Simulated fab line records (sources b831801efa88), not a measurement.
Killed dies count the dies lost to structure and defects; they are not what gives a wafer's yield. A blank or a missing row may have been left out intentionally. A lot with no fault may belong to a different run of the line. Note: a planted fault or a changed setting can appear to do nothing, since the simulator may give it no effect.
Which of the tools did it? + flow sky130 + Sampling: 12 lots, 35 wafers, 3 of 708 route steps

WHAT THE GAUGES SHOWED, per wafer
SKY_VT_ADJUST_HVTP_TW_MEAS_11. Usual: for VT_ADJUST_HVTP_TW the level is 1348 and the standard deviation is 7.6.
| lot  | measured     | on            | VT_ADJUST_HVTP_TW | flag |
|------|--------------|---------------|-------------------|------|
| L408 | day 6 05:18  | film-metro-03 | 1345 1340 1335    |      |
| L409 | day 6 07:28  | film-metro-03 | 1350 1346 1354    |      |
| L411 | day 6 19:09  | film-metro-02 | 1346 1342 1355    |      |
| L412 | day 7 03:20  | film-metro-01 | 1356 1353 1354    |      |
| L414 | day 7 15:42  | film-metro-03 | 1348 1346 1342    |      |
| L415 | day 7 23:37  | film-metro-03 | 1353 1347 1340    |      |
| L416 | day 8 00:54  | film-metro-02 | 1336 1343 1345    |      |
| L417 | day 8 08:16  | film-metro-02 | 1356 1341 1348    |      |
| L419 | day 8 22:52  | film-metro-01 | 1360 1360         |      |
| L420 | day 9 11:42  | film-metro-03 | 1353 1346 1347    |      |
| L428 | day 11 15:17 | film-metro-01 | 1351 1355 1358    |      |
| L431 | day 12 11:11 | film-metro-02 | 1348 1346 1349    |      |

TOOL THAT RAN EACH LOT (tool first, then ch and the chambers of the sampled wafers, then the start)
| lot  | SKY_FIELD_ISO_CMP_27         | SKY_VT_ADJUST_HVTP_STRIP_10          |
|------|------------------------------|--------------------------------------|
| L408 | cmp-02 ch 1,2, day 2 11:26   | plasma-asher-04 ch 0,1, day 6 05:12  |
| L409 | cmp-02 ch 0,2,3, day 2 15:04 | plasma-asher-02 ch 1, day 6 07:22    |
| L411 | cmp-02 ch 0,3, day 3 01:34   | plasma-asher-02 ch 0,1, day 6 19:03  |
| L412 | cmp-02 ch 0,2,3, day 3 06:30 | plasma-asher-02 ch 0,1, day 7 03:14  |
| L414 | cmp-02 ch 0,3, day 3 16:30   | plasma-asher-02 ch 1, day 7 15:35    |
| L415 | cmp-01 ch 0,3, day 4 00:23   | plasma-asher-02 ch 1, day 7 23:31    |
| L416 | cmp-01 ch 0,1,3, day 4 03:14 | plasma-asher-03 ch 0, day 8 00:47    |
| L417 | cmp-01 ch 0,2,3, day 4 07:39 | plasma-asher-03 ch 0,1, day 8 08:10  |
| L419 | cmp-01 ch 2, day 4 18:34     | plasma-asher-03 ch 0, day 8 22:47    |
| L420 | cmp-02 ch 0,1,3, day 4 23:58 | plasma-asher-04 ch 0,1, day 9 11:35  |
| L428 | cmp-02 ch 0,3, day 6 22:40   | plasma-asher-04 ch 0,1, day 11 15:11 |
| L431 | cmp-01 ch 1,2,3, day 7 14:30 | plasma-asher-04 ch 0,1, day 12 11:05 |
- SKY_FIELD_ISO_CMP_27: polishes, stops on Si3N4, t overpolish 16 s, target thk 457.8 nm.
- SKY_VT_ADJUST_HVTP_STRIP_10: strips in O2/N2.

WHAT THE TOOLS THEMSELVES READ (means of the sampled wafers that have a number; where no wafer has one, the mark that the record gives instead)
SKY_FIELD_ISO_CMP_27. Usual: motor-current-A 11.9 A, standard deviation 1.3; overpolish-run-s 16.000 s, standard deviation 0.0085; platen-rpm 60.00 rpm, standard deviation 0.037; time-to-endpoint-s 115 s, standard deviation 9.
| lot  | tool   | motor-current-A (A) | overpolish-run-s (s) | platen-rpm (rpm) | time-to-endpoint-s (s) | flag |
|------|--------|---------------------|----------------------|------------------|------------------------|------|
| L408 | cmp-02 | 11.8                | 16.000               | 60.02            | 103                    |      |
| L409 | cmp-02 | 11.5                | 15.997               | 59.99            | 114                    |      |
| L411 | cmp-02 | 11.2                | 16.009               | 60.03            | 117                    |      |
| L412 | cmp-02 | 11.4                | 15.999               | 60.02            | 109                    |      |
| L414 | cmp-02 | 11.4                | 15.994               | 60.01            | 115                    |      |
| L415 | cmp-01 | 13.6                | 16.001               | 59.99            | 119                    |      |
| L416 | cmp-01 | 12.9                | 15.998               | 59.98            | 119                    |      |
| L417 | cmp-01 | 12.8                | 15.994               | 60.04            | 124                    |      |
| L419 | cmp-01 | 10.8                | 16.000               | 60.00            | 121                    |      |
| L420 | cmp-02 | 11.4                | 16.002               | 60.00            | 112                    |      |
| L428 | cmp-02 | 11.3                | 16.003               | 60.00            | 117                    |      |
| L431 | cmp-01 | 13.0                | 15.994               | 60.00            | 121                    |      |

SKY_VT_ADJUST_HVTP_STRIP_10. Usual: drypump-motor-current-A 5.57 A, standard deviation 0.19; n2-flow-sccm 299.9 sccm, standard deviation 0.88; oes-product-au 0.714 a.u., standard deviation 0.0041; strip-time-to-endpoint-s 14.16 s, standard deviation 0.042.
| lot  | tool            | drypump-motor-current-A (A) | n2-flow-sccm (sccm) | oes-product-au (a.u.) | strip-time-to-endpoint-s (s) | flag |
|------|-----------------|-----------------------------|---------------------|-----------------------|------------------------------|------|
| L408 | plasma-asher-04 | 5.59                        | 300.1               | 0.713                 | 14.13                        |      |
| L409 | plasma-asher-02 | 5.52                        | 300.4               | 0.713                 | 14.11                        |      |
| L411 | plasma-asher-02 | 5.50                        | 300.5               | 0.717                 | 14.14                        |      |
| L412 | plasma-asher-02 | 5.50                        | 299.8               | 0.710                 | 14.10                        |      |
| L414 | plasma-asher-02 | 5.53                        | 300.8               | 0.714                 | 14.13                        |      |
| L415 | plasma-asher-02 | 5.53                        | 300.1               | 0.715                 | 14.15                        |      |
| L416 | plasma-asher-03 | 5.44                        | 300.0               | 0.713                 | 14.21                        |      |
| L417 | plasma-asher-03 | 5.76                        | 299.4               | 0.715                 | 14.22                        |      |
| L419 | plasma-asher-03 | 5.44                        | 300.3               | 0.712                 | 14.20                        |      |
| L420 | plasma-asher-04 | 5.47                        | 300.2               | 0.714                 | 14.11                        |      |
| L428 | plasma-asher-04 | 5.61                        | 299.4               | 0.712                 | 14.20                        |      |
| L431 | plasma-asher-04 | 5.60                        | 300.2               | 0.713                 | 14.15                        |      |

THE ANSWER, worked out from the rows above alone
Rule: take the mean of a lot's wafers that have a number; if it is more than 3 standard deviations from the usual mean, the lot is off. Also off: a lot with no number at a reading for which 4 or more lots have one. All remaining lots with rows at the step are treated as sound. The gauges are gone through in route order, then the tools' own readings, and for those a lot's mean is taken as printed above. The first step at which some lot is off is used, and at that step the reading that is off furthest; a lot without a number counts as furthest.
No lot is off on any of the readings shown, so nothing can be concluded from this.

WHAT THE SIMULATOR HAD PUT IN
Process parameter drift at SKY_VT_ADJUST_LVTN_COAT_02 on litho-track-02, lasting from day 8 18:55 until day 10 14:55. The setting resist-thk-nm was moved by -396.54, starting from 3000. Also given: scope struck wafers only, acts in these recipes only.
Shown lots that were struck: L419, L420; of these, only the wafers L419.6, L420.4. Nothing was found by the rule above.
